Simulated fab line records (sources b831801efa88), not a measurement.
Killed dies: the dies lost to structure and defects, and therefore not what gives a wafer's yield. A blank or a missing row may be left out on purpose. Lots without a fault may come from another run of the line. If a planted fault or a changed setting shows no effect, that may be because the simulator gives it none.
Code-filled problem report in 8D (eight disciplines) form || flow sky130 || the parts of the form that need people (team, actions taken, sign-off) are left out

== 1. THE PROBLEM ==
Wafers free of any fault read 142.4 (standard deviation 1.5) for VT_ADJUST_PCH_TW at SKY_VT_ADJUST_PCH_TW_MEAS_10, against a mean of 115.5 on 6 wafers of 2 lots. That puts it -18 standard deviations away from the usual mean.
First observed at day 14 00:36: wafer L769.3, on filmMetro-03. The record has a number at this step for 36 wafers belonging to 12 lots. Rule for "out", or "out of limits": more than 4 standard deviations from the usual mean. All remaining wafers that have a number are taken as sound.

== 2. WHAT IT IS; WHAT IT IS NOT ==
{"question": "which readings at this step", "is": "VT_ADJUST_PCH_TW", "is not": "-"}
{"question": "which lots", "is": "L769, L771", "is not": "L759, L761, L762, L763, L765, L766, L770, L778, L779, L780"}
{"question": "which wafers of those lots", "is": "all that have a number", "is not": "-"}
{"question": "read on which gauges", "is": "filmMetro-03", "is not": "filmMetro-04"}
{"question": "when", "is": "from day 14 00:36", "is not": "up to then (18 sound wafers); but 12 sound wafers of L770, L778, L779, L780 came after"}

== 3. THE SUSPECTS, EACH WITH WHAT RULES IT OUT ==
Counting: a tool stays on the suspect list if, at a process step up to the reading, it processed all lots that are out and no sound lot following the first of them.
- the gauge at SKY_VT_ADJUST_PCH_TW_MEAS_10 has been ruled out. All the wafers that are out were read on filmMetro-03, but those of them that SKY_VT_ADJUST_PCH_IMPLANT_08 has rows for are out there too, on other tools.
- implanter-04 at SKY_VT_ADJUST_PCH_IMPLANT_08: kept. It ran every lot that is out, first L769 (day 14 00:23), and no sound lot after that; its last sound lot up to then is L766 (day 13 19:40). Its own doseIonsCm2, faradayCurrentUA readings are out on those wafers.
Left after counting: implanter-04 at SKY_VT_ADJUST_PCH_IMPLANT_08.

== 4. THE CAUSE (what the simulator had put in) ==
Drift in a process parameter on implanter-04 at SKY_VT_ADJUST_PCH_IMPLANT_08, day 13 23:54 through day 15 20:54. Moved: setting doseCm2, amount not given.
Counting left only this tool.

== 5. THE CHAIN OF EFFECTS, in route order ==
Each row: a reading whose mean over the struck wafers that have a number lies more than 3 standard deviations from the usual. Readings are gone through only where the record gives a usual standard deviation; hours: the median, over the lots, of the time from a lot's start at the first step in this table giving one to that lot's start at this step; sigmas: the change measured in usual standard deviations.
{"hours": 0, "step": "SKY_VT_ADJUST_PCH_IMPLANT_08", "reading": "doseIonsCm2", "usual": 5e+11, "on struck wafers": 2e+11, "change": -3e+11, "sigmas": "-99 or more"}
{"hours": 0, "step": "SKY_VT_ADJUST_PCH_IMPLANT_08", "reading": "faradayCurrentUA", "usual": 2.81, "on struck wafers": 1.23, "change": -1.58, "sigmas": -29}
{"hours": 0, "step": "SKY_VT_ADJUST_PCH_TW_MEAS_10", "reading": "VT_ADJUST_PCH_TW", "usual": 142.4, "on struck wafers": 115.5, "change": -26.9, "sigmas": -18}
It contains these process steps:
- SKY_VT_ADJUST_PCH_IMPLANT_08
Later steps that measure or inspect, where all struck wafers having a row at the step show a number for every such reading and not one has moved that far: SKY_POLY_GATE_OVL_MEAS_14.

== 6. WHAT WOULD HAVE CAUGHT IT SOONER ==
In this record the first reading out of limits at a measuring or inspecting step was taken at day 14 00:36, 1 hour after the fault began at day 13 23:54.
Tool's own readings at SKY_VT_ADJUST_PCH_IMPLANT_08, doseIonsCm2, faradayCurrentUA: out on all struck wafers the step has rows for; an alarm limit on them would have tripped on the first.
Lots out: 2; of these, L771 started SKY_VT_ADJUST_PCH_IMPLANT_08 on implanter-04 after day 14 00:36. A tool hold placed at that time would have kept it from harm.
